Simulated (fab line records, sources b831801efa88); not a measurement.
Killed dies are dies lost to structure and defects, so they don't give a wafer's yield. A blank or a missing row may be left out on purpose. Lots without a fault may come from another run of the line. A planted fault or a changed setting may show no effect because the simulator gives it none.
fab line records | flow sfq_line
record lots=7 wafers=21 last_day=77
route steps=325 shown M4@152 I4@163
lots that met no fault: from a run of the same line without faults
start_h: hours from the record's first day to the start of the lot's first wafer shown | wait_h: hours since the lot's step before | " the same as in the row above | L1.1+2: a row that stands for several wafers | - no value, or no start given | * or withheld: withheld | < > ~ a bound
route shown NAME@n: a module of which the file shows steps, and the number in the route of the first | usual: mean/standard deviation of fault-free wafers | same: alike in all rows | chamber/n: place in a boat | sites: the reading at each site | _std_site: their standard deviation | _edge_site: outer sites' mean less inner sites' | radius_mm: how far each site lies from the wafer's centre | mask NAME#n: copy n | behind: the tool/chamber that last shaped the wafer | hold: why the lot was held/for how many hours/how that ended | device: the transistor (n, p or np) that didn't switch | end of line: the same wafers' tests at the end of the route | a step without rows: its recipe alone | killed: dies lost to structure and defects at the first sort, not the wafer's yield | map: a wafer's dies, x killed, . not, _ none there
set.NAME: the setting as run; set.NAME@STEP: as run at that earlier step | model.NAME: the simulator's own value behind a step, which no gauge read
lots at some steps of the route; a table a step, a row a wafer
services: from which hour (start_h, from the record's first day; less than 0 if before it) a tool's chamber was out of use, for how many hours, and why
## steps
# step SFQ_TRILAYER_M4_LITHO_COAT_098
# recipe resist=BARC spin_rpm=3000 resist_thk_nm=62
# step SFQ_TRILAYER_M4_LITHO_COAT_093
# recipe resist=KrF spin_rpm=3000 resist_thk_nm=600
# step SFQ_TRILAYER_M4_LITHO_SOFTBAKE_097
# recipe temp_c=withheld time_s=withheld resist=KrF
# step SFQ_TRILAYER_M4_LITHO_EXPOSE_094
# recipe mask_id=M4 na=0.6 source_shape=conventional sigma_outer=0.65 target_cd_nm=500 dose_mj=14.4
# step SFQ_TRILAYER_M4_LITHO_PEB_096
# recipe peb_temp_c=115 peb_time_s=60 resist=KrF
# step SFQ_TRILAYER_M4_LITHO_DEVELOP_095
# recipe time_s=60 resist=KrF
# step SFQ_M4_OVL_MEAS_926
# usual M4_OVL=1/5.8
# columns lot.wafer tool chamber start_h wait_h M4_OVL[nm]
L546.2 overlay-02 - 802.11 0.1 -9
L546.4 " - " " -4
L546.5 " - " " -8
L548.2 overlay-02 - 817.51 0.1 8
L548.4 " - " " 0
L548.6 " - " " -5
L550.1 overlay-01 - 825.71 0.1 2
L550.4 " - " " 5
L550.6 " - " " 4
L551.3 overlay-01 - 829.32 0.1 11
L551.4 " - " " -4
L551.5 " - " " 12
L553.2 overlay-02 - 839.66 0.1 -3
L553.4 " - " " 4
L553.5 " - " " -1
L561.1 overlay-01 - 889.02 0.1 15
L561.2 " - " " 1
L561.4 " - " " 8
L567.1 overlay-02 - 921.42 0.1 -1
L567.3 " - " " 3
L567.4 " - " " -4
# step SFQ_TRILAYER_M4_BARC_OPEN_METAL_ETCH_123
# recipe mask_material=PR chemistry=O2 target_depth_nm=125 target=BARC icp_w=600 bias_w=80 pressure_mtorr=10 time_s=41.7
# usual drypump_motor_current_A=5.8/0.38 oes_product_au=0.685/0.005
# columns lot.wafer tool chamber start_h wait_h drypump_motor_current_A oes_product_au rf_hours_counter_h
L546.2 rie_metal-04 0 802.14 0.0 6.0 0.689 50
L546.4 " 1 " " 5.8 0.693 -
L546.5 " 1 " " 5.8 0.682 -
L548.2 rie_metal-02 1 817.54 0.0 5.6 0.684 121
L548.4 " 0 " " 6.3 0.684 -
L548.6 " 0 " " 6.3 0.685 -
L550.1 rie_metal-02 0 825.74 0.0 6.3 0.686 104
L550.4 " 1 " " 5.6 0.684 -
L550.6 " 1 " " 5.6 0.679 -
L551.3 rie_metal-04 1 829.36 0.0 5.9 0.690 -
L551.4 " 0 " " 6.0 0.683 -
L551.5 " 1 " " 5.8 0.688 -
L553.2 rie_metal-04 1 839.69 0.0 5.8 0.688 39
L553.4 " 1 " " 5.8 0.692 -
L553.5 " 0 " " 6.0 0.684 -
L561.1 rie_metal-01 0 889.05 0.0 5.0 0.693 149
L561.2 " 1 " " 5.8 0.681 135
L561.4 " 1 " " 5.8 0.697 -
L567.1 rie_metal-02 1 921.45 0.0 5.6 0.685 141
L567.3 " 0 " " 6.4 0.685 -
L567.4 " 1 " " 5.6 0.682 -
# step SFQ_TRILAYER_M4_ETCH_METAL_ETCH_096
# recipe target=Nb stop_on=SiO2 mask_material=PR chemistry=Cl2/Ar target_depth_nm=240 icp_w=600 bias_w=80 pressure_mtorr=10 time_s=120
# usual drypump_motor_current_A=5.8/0.38 oes_product_au=0.892/0.0081
# columns lot.wafer tool chamber start_h wait_h drypump_motor_current_A oes_product_au rf_hours_counter_h
L546.2 rie_metal-04 0 802.20 0.0 6.0 0.894 50
L546.4 " 1 " " 5.8 0.901 -
L546.5 " 1 " " 5.8 0.895 -
L548.2 rie_metal-02 1 817.60 0.0 5.6 0.875 121
L548.4 " 0 " " 6.3 0.883 -
L548.6 " 0 " " 6.4 0.882 -
L550.1 rie_metal-02 0 825.80 0.0 6.3 0.882 104
L550.4 " 1 " " 5.6 0.896 -
L550.6 " 1 " " 5.6 0.891 -
L551.3 rie_metal-04 1 829.45 0.1 5.8 0.899 -
L551.4 " 0 " " 6.0 0.900 -
L551.5 " 1 " " 5.8 0.901 -
L553.2 rie_metal-04 1 839.75 0.0 5.9 0.891 39
L553.4 " 1 " " 5.8 0.887 -
L553.5 " 0 " " 6.0 0.889 -
L561.1 rie_metal-01 0 889.11 0.0 5.0 0.886 149
L561.2 " 1 " " 5.9 0.883 135
L561.4 " 1 " " 5.9 0.882 -
L567.1 rie_metal-02 1 921.51 0.0 5.6 0.888 141
L567.3 " 0 " " 6.3 0.904 -
L567.4 " 1 " " 5.6 0.898 -
# step SFQ_TRILAYER_M4_STRIP_STRIP_097
# recipe gas=O2 power_w=200 platen_temp_c=40 overash_fraction=0.65 chemistry=O2 pressure_mtorr=50
# usual drypump_motor_current_A=5.8/0.38 oes_product_au=1.007/0.013
# columns lot.wafer tool chamber start_h wait_h drypump_motor_current_A oes_product_au rf_hours_counter_h
L546.2 rie_metal-04 0 802.32 0.1 6.0 0.995 50
L546.4 " 1 " " 5.8 1.027 -
L546.5 " 1 " " 5.8 1.015 -
L548.2 rie_metal-02 1 817.72 0.1 5.6 1.011 121
L548.4 " 0 " " 6.3 0.995 -
L548.6 " 0 " " 6.4 1.001 -
L550.1 rie_metal-02 0 825.93 0.1 6.4 0.998 104
L550.4 " 1 " " 5.6 1.012 -
L550.6 " 1 " " 5.6 1.002 -
L551.3 rie_metal-04 1 829.73 0.2 5.8 1.023 -
L551.4 " 0 " " 6.0 1.000 -
L551.5 " 1 " " 5.8 1.027 -
L553.2 rie_metal-04 1 839.88 0.1 5.8 1.033 39
L553.4 " 1 " " 5.9 1.033 -
L553.5 " 0 " " 6.0 0.991 -
L561.1 rie_metal-01 0 889.24 0.1 5.0 1.013 150
L561.2 " 1 " " 5.9 1.000 135
L561.4 " 1 " " 5.9 1.012 -
L567.1 rie_metal-02 1 921.64 0.1 5.6 0.996 141
L567.3 " 0 " " 6.4 1.007 -
L567.4 " 1 " " 5.6 0.993 -
# step SFQ_TRILAYER_M4_STRIP_SOLV_CLEAN_098
# recipe chemistry=NMP temp_c=70 time_s=600
# step SFQ_TRILAYER_I4_DEP_PECVD_099
# recipe material=SiO2 temp_c=150 time_s=111.11 pressure_torr=2.4 rf_w=183.3 precursor=SiH4/N2O target_thk_nm=500
# usual heater_power_w=81/11 susceptor_temp_C=149.98/0.12 throttle_valve_pct=25.4/1.3
# columns lot.wafer tool chamber start_h wait_h heater_power_w susceptor_temp_C throttle_valve_pct
L546.2 pecvd-04 2 803.10 0.0 81 150.04 24.3
L546.4 " 0 " " 57 149.96 23.9
L546.5 " 2 " " 85 150.10 24.2
L548.2 pecvd-04 0 818.51 0.0 61 150.15 23.8
L548.4 " 2 " " 92 149.74 24.0
L548.6 " 1 " " 72 149.92 25.2
L550.1 pecvd-03 1 826.70 0.0 89 149.99 24.1
L550.4 " 1 " " 75 149.89 24.2
L550.6 " 2 " " 78 149.94 24.7
L551.3 pecvd-01 0 830.34 0.0 72 150.07 27.2
L551.4 " 1 " " 94 149.93 27.1
L551.5 " 0 " " 76 149.82 27.3
L553.2 pecvd-01 2 840.65 0.0 81 149.94 24.9
L553.4 " 1 " " 83 149.96 26.9
L553.5 " 2 " " 83 149.87 24.7
L561.1 pecvd-01 0 890.01 0.0 80 150.09 27.1
L561.2 " 1 " " 90 150.19 27.2
L561.4 " 2 " " 89 149.93 24.7
L567.1 pecvd-01 2 922.41 0.0 83 149.86 24.9
L567.3 " 0 " " 75 149.95 27.3
L567.4 " 0 " " 76 150.03 27.1
# step SFQ_TRILAYER_I4_CMP_CMP_100
# recipe material=SiO2 down_force_psi=3 platen_rpm=60 pad_velocity_m_s=0.94248
# usual head_pressure_psi=3.000/0.006 motor_current_A=9.8/0.7 time_to_endpoint_s=217/9.5
# columns lot.wafer tool chamber start_h wait_h head_pressure_psi motor_current_A time_to_endpoint_s
L546.2 cmp-01 0 846.90 43.8 3.004 9.4 217
L546.4 " 1 " " 2.988 9.3 209
L546.5 " 1 849.40 46.2 2.999 9.5 214
L548.2 cmp-02 2 863.58 45.0 2.994 10.3 213
L548.4 " 1 865.08 46.5 3.001 8.7 209
L548.6 " 3 866.08 47.5 2.993 11.3 224
L550.4 cmp-01 2 873.90 47.1 3.174 9.8 220
L550.1 " 3 " " 3.175 9.7 203
L550.6 " 2 875.90 49.1 3.171 10.1 220
L551.4 cmp-01 2 877.40 47.0 3.172 10.3 217
L551.3 " 3 " " 3.167 10.0 205
L551.5 " 2 879.40 49.0 3.159 10.7 220
L553.4 cmp-01 0 886.40 45.7 3.178 9.7 207
L553.2 " 2 887.40 46.7 3.167 10.6 212
L553.5 " 0 888.40 47.7 3.169 9.9 199
L561.4 cmp-02 0 939.58 49.5 2.997 10.1 234
L561.1 " 1 " " 2.988 9.0 216
L561.2 " 3 941.08 51.0 2.998 11.8 213
L567.1 cmp-01 0 979.31 56.9 2.997 9.4 212
L567.3 " 1 " " 2.999 9.1 206
L567.4 " 2 " " 2.996 9.6 222
# step SFQ_I4_BOW_MEAS_927
# recipe mode=bow
# usual I4_BOW=2/9.9
# columns lot.wafer tool chamber start_h wait_h I4_BOW[um]
L546.2 film_metro-02 - 849.92 2.5 -8
L546.4 " - " " -15
L546.5 " - " " -7
L548.2 film_metro-04 - 866.60 2.5 -2
L548.4 " - " " -8
L548.6 " - " " 3
L550.1 film_metro-02 - 876.90 2.0 22
L550.4 " - " " 22
L550.6 " - " " 17
L551.3 film_metro-04 - 879.94 1.5 -5
L551.4 " - " " -7
L551.5 " - " " 4
L553.2 film_metro-01 - 888.92 1.0 0
L553.4 " - " " -1
L553.5 " - " " 0
L561.1 film_metro-01 - 942.58 2.0 3
L561.2 " - " " -12
L561.4 " - " " -8
L567.1 film_metro-01 - 981.81 2.0 -3
L567.3 " - " " 11
L567.4 " - " " 0
## services
# columns tool chamber start_h hours kind
cmp-01 - 779.07 0.5 repair
pecvd-01 2 790.21 14.6 repair
cmp-01 - 799.34 7.8 repair
cmp-02 - 809.15 6.2 pm
pecvd-03 2 809.44 5.0 repair
cmp-01 - 816.11 6.8 pm
pecvd-03 0 819.18 5.1 repair
pecvd-01 2 828.93 3.9 repair
pecvd-03 - 841.93 0.8 repair
pecvd-04 - 874.44 5.5 pm
pecvd-04 0 883.65 11.3 repair
cmp-02 - 891.70 0.2 repair
rie_metal-04 0 894.63 3.3 repair
rie_metal-04 1 898.53 3.0 repair
cmp-02 - 914.58 4.0 pm
cmp-02 - 918.58 - consumable_replace:conditioner
cmp-02 - 918.58 - consumable_replace:pad
pecvd-03 - 926.33 14.6 pm
pecvd-03 - 940.93 14.0 pm
pecvd-03 0 940.93 14.0 vent_cycle
pecvd-03 1 940.93 14.0 vent_cycle
pecvd-03 2 940.93 14.0 vent_cycle
pecvd-03 0 954.93 - clean
cmp-01 - 963.90 5.9 pm
## key
first_sign step=SFQ_TRILAYER_I4_CMP_CMP_100 reading=head_pressure_psi direction=up sigmas=29 usual=3.000 struck=3.170
effect none on later readings
met_at SFQ_TRILAYER_I4_CMP_CMP_100
struck_wafers L550.1,L550.4,L550.6,L551.3,L551.4,L551.5,L553.2,L553.4,L553.5
fault kind=process_parameter_drift tool=cmp-01 chamber=- onset_h=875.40 steps=SFQ_TRILAYER_I4_CMP_CMP_100 channel=down_force_psi offset=0.16956 shape=step end_h=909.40 acts_in=these_recipes_only stated=3
